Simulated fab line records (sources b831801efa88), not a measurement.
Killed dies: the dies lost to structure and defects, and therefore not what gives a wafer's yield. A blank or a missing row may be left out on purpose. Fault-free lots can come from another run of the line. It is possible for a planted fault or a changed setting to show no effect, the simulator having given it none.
2 desks looking at one fault ; flow sky130 ; numbers are kept per desk, each desk with only its own; the story behind them comes last

AT THE TOOL OWNER'S DESK: cvd w-02
The tool's own readings at SKY_VIA2_CVD_21 (deposits W, target thk 420 nm, time 126.4 s): means of the sampled wafers that have a number, for each lot that ran on this tool. If a lot's mean is further than 4 standard deviations from the usual mean, the lot is out of limits and carries the mark OUT (the distance appears in the brackets).
Columns: A = heater power w at SKY_VIA2_CVD_21, usual 836 W
lot;first seen here;A
L648;day 38 00:35;857
L649;day 38 06:20;858
L655;day 40 07:38;817
L656;day 40 08:15;799
L664;day 42 17:44;818
L666;day 43 05:25;810
This desk found nothing out of limits on any of the 6 lots.

THE METROLOGY DESK
What the gauges read, lot by lot, whatever tool the lot ran on: means of the sampled wafers that have a number. If a lot's mean is further than 4 standard deviations from the usual mean, the lot is out of limits and carries the mark OUT (the distance appears in the brackets).
Columns: A = METAL1_ALCU_THK at SKY_METAL1_THK_MEAS_06, usual 249 nm; B = VIA2_W_RS at SKY_VIA2_RS_MEAS_22, usual 0.270 ohm/sq; C = VIA2_W_THK at SKY_VIA2_THK_MEAS_23, usual 430 nm
lot;first seen here;A;B;C
L644;day 31 21:44;247;0.264;434
L648;day 33 09:12;248;0.273;423
L649;day 33 15:43;251;0.274;424
L655;day 35 22:22;251;0.382 (+30) OUT;340 (-13) OUT
L656;day 35 22:40;250;0.490 (+60) OUT;270 (-24) OUT
L660;day 37 05:00;248;0.270;434
L659;day 37 08:16;252;0.270;437
L663;day 38 05:28;247;0.271;429
L664;day 38 09:58;250;0.270;433
L666;day 38 21:31;243;0.273;429
This desk reports L655, L656 out of limits; the earliest was L655 at day 40 07:46 (VIA2_W_RS at SKY_VIA2_RS_MEAS_22). In limits: L644, L648, L649, L660, L659, L663, L664, L666.

PUT TOGETHER
Metrology desk: alarm possible at day 40 07:46 on L655, L656.
The tool owner's desk saw nothing out of limits.
Tool owner's desk: L655, L656 on record, inside its limits.
Of the lots named, all ran SKY_VIA2_CVD_21 on cvd w-02.

WHAT WAS PUT IN BY THE SIMULATOR
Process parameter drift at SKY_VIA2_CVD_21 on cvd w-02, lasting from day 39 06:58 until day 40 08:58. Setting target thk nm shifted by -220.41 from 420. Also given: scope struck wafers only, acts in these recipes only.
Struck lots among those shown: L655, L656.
Per desk, hours elapsed from the start of the fault to the first reading out of limits: for the metrology desk, 25.
